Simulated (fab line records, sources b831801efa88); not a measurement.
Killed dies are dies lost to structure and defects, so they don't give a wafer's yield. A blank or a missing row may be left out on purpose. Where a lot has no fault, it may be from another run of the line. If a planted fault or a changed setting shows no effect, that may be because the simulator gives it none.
The same fault as seen by 2 desks	flow sky130	what lay behind the numbers comes last; until then each desk has only its own

== FOR THE TOOL OWNER'S DESK: implanter-01 ==
For each lot that ran on this tool, the mean over its sampled wafers that have a number, from the tool's own readings at SKY_NWELL_IMPLANT_24. Marked OUT: a lot whose mean sits more than 4 standard deviations from the usual mean, which makes it out of limits; the brackets give that distance.
Columns: A = beam-energy-keV at SKY_NWELL_IMPLANT_24, usual 140.02; B = end-station-pressure-torr at SKY_NWELL_IMPLANT_24, usual 5.05e-06 Torr
lot	first seen here	A	B
L323	day 7 09:13	140.02	4.93e-06
L332	day 9 18:21	129.08 (-99 or more) OUT	5.20e-06
L333	day 9 21:43	129.10 (-99 or more) OUT	5.00e-06
L335	day 10 12:31	129.02 (-99 or more) OUT	4.89e-06
This desk finds L332, L333, L335 out of limits, L332 being first, at day 9 18:21 (beam-energy-keV at SKY_NWELL_IMPLANT_24). L323 stayed within limits.

== METROLOGY DESK ==
What the gauges read for every lot (on any tool): the sampled wafers with a number, averaged. Marked OUT: a lot whose mean sits more than 4 standard deviations from the usual mean, which makes it out of limits; the brackets give that distance.
Columns: A = NWELL_TW at SKY_NWELL_TW_MEAS_15, usual 1810; B = NWELL_01_OVL at SKY_NWELL_OVL_MEAS_23, usual 1.1 nm
lot	first seen here	A	B
L323	day 6 14:07	1810	0.4
L325	day 7 08:17	1813	2.6
L332	day 8 20:58	1826	0.3
L333	day 9 00:58	1812	0.2
L334	day 9 09:23	1808	0.4
L335	day 9 15:02	1805	-0.3
L338	day 10 05:38	1812	1.8
This desk's verdict: no lot among the 7 shows anything out of limits.

== TAKEN TOGETHER ==
On L332, L333, L335, at day 9 18:21, an alarm was possible from the tool owner's desk.
At the metrology desk, nothing out of limits was observed.
The metrology desk has L332, L333, L335 on record, within its limits.
The lots listed all ran SKY_NWELL_IMPLANT_24 on implanter-01.

== WHAT HAD BEEN PUT IN BY THE SIMULATOR ==
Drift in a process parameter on implanter-01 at SKY_NWELL_IMPLANT_24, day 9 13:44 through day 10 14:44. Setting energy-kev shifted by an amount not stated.
Struck lots among those shown: L332, L333, L335.
Delay in hours, fault start to first out-of-limits reading, by desk: the tool owner's desk at 5.
